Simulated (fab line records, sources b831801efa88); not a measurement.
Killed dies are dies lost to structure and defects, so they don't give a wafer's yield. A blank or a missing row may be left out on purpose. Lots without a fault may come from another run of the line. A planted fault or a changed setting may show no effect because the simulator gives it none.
Chamber matching | flow sky130 | SKY_VIA3_CMP_24 on cmp-02: 4 sister chambers
The step polishes, stops on SiO2, t overpolish 20 s, target thk 0 nm. 8 wafers are shown with their chamber, then 8 later ones without.

WAFERS WITH THEIR CHAMBER
wafer  | chamber | motor_current_A (A) | time_to_endpoint_s (s)
L990.3 | 0       | 12.0                | 85
L991.5 | 0       | 12.6                | 88
L997.2 | 2       | 9.7                 | 91
L997.6 | 1       | 10.4                | 90
L999.1 | 3       | 9.0                 | 102
L999.4 | 1       | 11.1                | 97
L999.5 | 2       | 9.8                 | 100
L105.1 | 3       | 9.8                 | 93

WAFERS WITHOUT THEIR CHAMBER
wafer  | motor_current_A (A) | time_to_endpoint_s (s)
L105.2 | 10.2                | 93
L105.5 | 10.8                | 89
L108.1 | 10.1                | 99
L108.2 | 9.7                 | 100
L108.6 | 10.0                | 96
L109.1 | 8.9                 | 101
L109.2 | 10.5                | 96
L109.6 | 10.1                | 95

WHICH CHAMBER EACH WENT THROUGH
wafer  | from the rows above          | in truth
L105.2 | can't be placed: 2 or 1 or 3 | 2
L105.5 | can't be placed: 1 or 2      | 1
L108.1 | can't be placed: 2 or 3 or 1 | 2
L108.2 | can't be placed: 3 or 2 or 1 | 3
L108.6 | can't be placed: 2 or 3 or 1 | 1
L109.1 | can't be placed: 3 or 2      | 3
L109.2 | can't be placed: 1 or 2 or 3 | 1
L109.6 | can't be placed: 2 or 1 or 3 | 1
Placed correctly: 0 of 8. Can't be placed from these rows: 8 (the true chamber is among the candidates in 8). Placed wrongly: 0.
How it was worked out, from the rows above alone: a wafer's distance from a chamber is the root of the sum, over the readings, of the square of ((its reading less the chamber's mean) divided by the reading's scatter). The wafer belongs to the nearest chamber; if the next one is less than 2 further off, it can't be placed. A chamber's mean is the mean of its shown wafers. The scatter: the root of (the sum of the squares of (reading less its chamber's mean) over the shown wafers, divided by (wafers less chambers)).
